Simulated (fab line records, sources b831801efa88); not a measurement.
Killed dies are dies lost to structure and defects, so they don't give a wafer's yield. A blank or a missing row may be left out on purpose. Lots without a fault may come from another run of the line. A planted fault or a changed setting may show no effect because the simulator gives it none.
A struck lot beside a sound one | flow gf180mcu | 15 steps out of a route of 602
Sound: wafers L787.4, L787.5, L787.6. Struck: wafers L791.2, L791.4, L791.5. The cause comes at the end.
At each step with rows: each side's tool, then ch and its chambers, then its first start. Under that, the readings that differ: sound wafers | struck wafers | difference of the means | sigmas: that difference in standard deviations of wafers without a fault.
alike: readings whose means differ by less than 2 such deviations, and words and numbers that are the same on both sides. not compared: withheld readings, readings that some wafer has no value for, bounds like >300 that may hide the same value, and numbers for which the record gives no deviation and whose values overlap.
The two part at a step that has a row with sigmas, a row that says differs or no value, or rows on one side only. Numbers that don't overlap but have no deviation are shown without sigmas and don't part them. A reading that every wafer of one side lacks parts them only if that side has two wafers or more.

first, 8 steps without rows for these wafers: GF_V1_DEHYDRATE_06 (time 60 s); GF_V1_HMDS_07 (prime time 60 s); GF_V1_COAT_08; GF_V1_COAT_09 (resist thk 1000 nm); GF_V1_SOFTBAKE_10 (time 60 s); GF_V1_EXPOSE_11 (exposes mask Via1, target cd 260 nm); GF_V1_PEB_12 (peb time 90 s); GF_V1_DEVELOP_13 (develop time 60 s).
GF_V1_CD_MEAS_14: target cd 260 nm.
  sound on cd_sem-02, day 22 05:49; struck on cd_sem-01, day 24 00:08
  reading    | sound             | struck            | difference | sigmas
  cd_nm (nm) | 258.4 259.7 258.6 | 260.5 261.5 263.0 | +2.8       | +3
GF_V1_OVL_MEAS_15:
  sound on overlay-02, day 22 05:54; struck on overlay-02, day 24 00:14
  alike: V1_OVL
GF_V1_ETCH_16: etches BARC in N2/H2.
  sound on rie_diel-04 ch 1,2, day 22 05:55; struck on rie_diel-02 ch 0,1,3, day 24 00:16
  alike: bias_w, drypump_motor_current_A, oes_product_au, throttle_valve_pct
GF_V1_ETCH_17: etches SiO2 in C4F8/O2/Ar, stops on TiN, target depth 630 nm.
  sound on rie_diel-04 ch 1,2; struck on rie_diel-02 ch 0,1,3
  alike: bias_w, oes_product_au
GF_V1_STRIP_18: strips in O2/N2.
  sound on plasma_asher-03 ch 0,1, day 22 06:05; struck on plasma_asher-03 ch 0,1, day 24 00:23
  reading                        | sound                | struck               | difference | sigmas
  chamber_pressure_mTorr (mTorr) | 1499.6 1499.7 1501.3 | 1799.8 1799.0 1798.9 | +299.0     | +99 or more
  alike: drypump_motor_current_A, heater_power_w, oes_product_au
  not compared: rf_hours_counter_h
then, 1 step without rows for these wafers: GF_V1_STRIP_19 (strips in post etch residue remover, time 1200 s).
-- the record jumps here: 9 days lie between the struck wafers' starts before and after (it left off in module V1 and takes up again in module PASSIVATION, whose first step shown is number 602 of the route) --
GF_PASSIVATION_PROBE_99:
  the record has rows for the struck wafers here (prober-01, day 33 12:22) and none for the sound ones

WHERE THEY PART
First at GF_V1_CD_MEAS_14; last, within this record, at GF_PASSIVATION_PROBE_99.

WHY: what the simulator had put in
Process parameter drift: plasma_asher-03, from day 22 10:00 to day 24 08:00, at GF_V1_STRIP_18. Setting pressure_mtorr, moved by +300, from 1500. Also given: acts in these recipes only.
